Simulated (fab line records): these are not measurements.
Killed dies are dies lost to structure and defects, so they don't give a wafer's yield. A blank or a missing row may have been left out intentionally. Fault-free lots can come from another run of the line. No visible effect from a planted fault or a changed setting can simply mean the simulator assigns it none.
Struck lot and sound lot, side by side    flow sky130    23 steps out of a route of 708
Sound: these wafers, L916.3, L916.5, L916.6. Struck: wafer L926.3 (left out: L926.4, L926.5 of the same lot, which were not struck); the cause appears at the end.
Order at every step that has rows: each side's tool, ch and its chambers, its first start. Under that, the readings that differ: sound wafers    struck wafers    difference of the means    sigmas: that difference in standard deviations of wafers without a fault.
alike: same words and numbers on both sides, and readings whose means sit less than 2 such deviations apart. not compared: any withheld reading, any reading some wafer has no value for, any bound like >300 that may hide the same value, and any number with overlapping values for which the record gives no deviation.
A row with sigmas, a row that says differs or no value, or rows on one side alone: a step with any of these is where the two part. Numbers that don't overlap but have no deviation are shown without sigmas and don't part them. A reading that every wafer of one side lacks parts them only if that side has two wafers or more.

first, 1 step without rows for these wafers: SKY_SONOS_ONO_DEVELOP_12 (develop time 60 s).
SKY_SONOS_ONO_CD_MEAS_13 targets a cd of 410 nm.
  sound on cd-sem-01, day 13 06:47; struck on cd-sem-02, day 17 03:59
  alike: cd-nm
SKY_SONOS_ONO_OVL_MEAS_14:
  sound on overlay-02, day 13 06:53; struck on overlay-01, day 17 04:04
  alike: SONOS_ONO_OVL
SKY_SONOS_ONO_ETCH_15: etches the open film in CHF3/O2, target depth 19.52 nm, time 7.8 s.
  sound on rie-diel-02 ch 2,3, day 13 06:55; struck on rie-diel-04 ch 1, day 17 04:05
  alike: chamber-pressure-mTorr, drypump-motor-current-A, oes-product-au, throttle-valve-pct
  not compared: rf-hours-counter-h
then, 1 step without rows for these wafers: SKY_SONOS_ONO_WET_ETCH_16 (etches SiO2 in dHF, target depth 14 nm, time 280 s).
SKY_SONOS_ONO_STRIP_17: strips in O2/N2.
  sound on plasma-asher-03 ch 0,1, day 13 07:04; struck on plasma-asher-03 ch 1, day 17 04:14
  alike: chamber-pressure-mTorr, drypump-motor-current-A, oes-product-au, strip-time-to-endpoint-s
  not compared: rf-hours-counter-h
then, 3 steps without rows for these wafers: SKY_SONOS_ONO_WET_ETCH_18 (etches Si3N4 in H3PO4, target depth 15 nm, time 172 s); SKY_GATE_OXIDE_CLEAN_00 (cleans in SC1/SC2, time 150 s); SKY_GATE_OXIDE_OXIDATION_01 (stabilise 600 s, purge 300 s, target thk 10.268 nm).
SKY_GATE_OXIDE_THK_MEAS_02:
  sound on film-metro-04, day 13 09:35; struck on film-metro-03, day 17 07:59
  alike: GATE_OXIDE_OXIDATION_00_THK
then, 2 steps without rows for these wafers: SKY_GATE_OXIDE_DEHYDRATE_03 (time 60 s); SKY_GATE_OXIDE_HMDS_04 (prime time 60 s).
SKY_GATE_OXIDE_COAT_05: resist thk 1140 nm.
  sound on litho-track-02 ch 0, day 13 21:42; struck on litho-track-03 ch 0, day 17 22:46
reading                                          sound           struck  difference  sigmas
model.NOVOLAK_of_GATE_OXIDE_COAT_05.thk-nm (nm)  1148 1145 1144  483.7   -662.0      
  alike: resist-line-temp-C
then, 3 steps without rows for these wafers: SKY_GATE_OXIDE_SOFTBAKE_06 (time 60 s); SKY_GATE_OXIDE_EXPOSE_07 (exposes mask LVOM, target cd 600 nm); SKY_GATE_OXIDE_PEB_08.
SKY_GATE_OXIDE_DEVELOP_09: develop time 60 s.
  sound on litho-track-01 ch 0, day 14 11:20; struck on litho-track-01 ch 0, day 18 13:17
reading                                          sound           struck  difference  sigmas
model.NOVOLAK_of_GATE_OXIDE_COAT_05.thk-nm (nm)  1147 1145 1144  483.3   -662.0      
  alike: resist-line-temp-C
SKY_GATE_OXIDE_OVL_MEAS_10:
  sound on overlay-02, day 14 11:27; struck on overlay-02, day 18 13:24
  alike: GATE_OXIDE_OVL
then, 2 steps without rows for these wafers: SKY_GATE_OXIDE_IMPLANT_11; SKY_GATE_OXIDE_WET_ETCH_12 (etches SiO2 in dHF, target depth 16.8 nm, time 336 s).
SKY_GATE_OXIDE_STRIP_13: strips in O2/N2.
  sound on plasma-asher-03 ch 0,1, day 14 11:46; struck on plasma-asher-01 ch 0, day 18 13:43
reading                       sound              struck  difference  sigmas
oes-product-au (a.u.)         0.708 0.713 0.714  0.505   -0.207      -42
strip-time-to-endpoint-s (s)  14.29 14.22 14.21  6.46    -7.78       -99 or more
  alike: chamber-pressure-mTorr, drypump-motor-current-A
  not compared: rf-hours-counter-h
SKY_GATE_OXIDE_TW_MEAS_14:
  sound on film-metro-03, day 14 11:50; struck on film-metro-04, day 18 13:47
  alike: GATE_OXIDE_TW
-- the record jumps here: 30 days lie between the struck wafers' starts before and after (it left off in module GATE_OXIDE and takes up again in module PAD_OPEN, whose first step shown is number 708 of the route) --
SKY_PAD_OPEN_PROBE_99:
  the record has rows for the struck wafers here (prober-01, day 49 01:21) and none for the sound ones

WHERE THEY PART
First at SKY_GATE_OXIDE_STRIP_13; last, within this record, at SKY_PAD_OPEN_PROBE_99.

WHY: whatever the simulator had introduced
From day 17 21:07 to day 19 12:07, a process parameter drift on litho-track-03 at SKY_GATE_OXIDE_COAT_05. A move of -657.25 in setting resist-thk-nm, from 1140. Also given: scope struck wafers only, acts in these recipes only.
